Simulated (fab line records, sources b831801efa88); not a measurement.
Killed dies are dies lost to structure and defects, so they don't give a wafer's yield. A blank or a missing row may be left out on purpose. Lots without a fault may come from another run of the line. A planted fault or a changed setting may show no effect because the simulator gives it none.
Which tool did it? | flow gf180mcu | 6 lots, 17 wafers sampled, at 2 steps of a route of 602

WHAT THE GAUGES READ, wafer by wafer
GF_HV_LDD_TW_MEAS_50.
lot  | measured     | on            | HV_LDD_4_TW
L130 | day 14 17:42 | film_metro-04 | 566 519
L134 | day 16 05:32 | film_metro-01 | 524 564 569
L138 | day 17 11:17 | film_metro-04 | 571 567 569
L141 | day 18 11:20 | film_metro-01 | 566 566 566
L143 | day 19 01:51 | film_metro-01 | 573 570 570
L146 | day 20 04:47 | film_metro-03 | 573 569 571

WHICH TOOL RAN EACH LOT (tool, then ch and the chambers of the sampled wafers, then the start)
lot  | GF_HV_LDD_IMPLANT_48
L130 | implanter-01 ch 0, day 14 17:29
L134 | implanter-01 ch 0, day 16 05:17
L138 | implanter-04 ch 0, day 17 11:02
L141 | implanter-02 ch 0, day 18 11:05
L143 | implanter-01 ch 0, day 19 01:38
L146 | implanter-01 ch 0, day 20 04:32
- GF_HV_LDD_IMPLANT_48

THE ANSWER, worked out from the rows above alone
Rule: what is usual is taken from the lots themselves. Put in order of their means at a reading, lots are off if they are a third of the lots or fewer, leave a main group of 4 or more, and stand apart from it by a gap of 3 or more times the standard deviation of the main group's means; of several such gaps the widest counts. A main group whose means are all the same, to the digits that the tables above print for the reading, isn't used. A lot without any number at a reading at which 4 lots or more have one is off too. The other lots that the step has rows for count as sound.
Off: L130, L134, at GF_HV_LDD_TW_MEAS_50 (HV_LDD_4_TW). The main group: mean 569, standard deviation 2.
A tool fits if, at a process step before that reading, it ran every lot that is off, and no sound lot after the first of them. The gauges at GF_HV_LDD_TW_MEAS_50 are tried like those tools. None of those tried fits.

WHAT THE SIMULATOR HAD PUT IN
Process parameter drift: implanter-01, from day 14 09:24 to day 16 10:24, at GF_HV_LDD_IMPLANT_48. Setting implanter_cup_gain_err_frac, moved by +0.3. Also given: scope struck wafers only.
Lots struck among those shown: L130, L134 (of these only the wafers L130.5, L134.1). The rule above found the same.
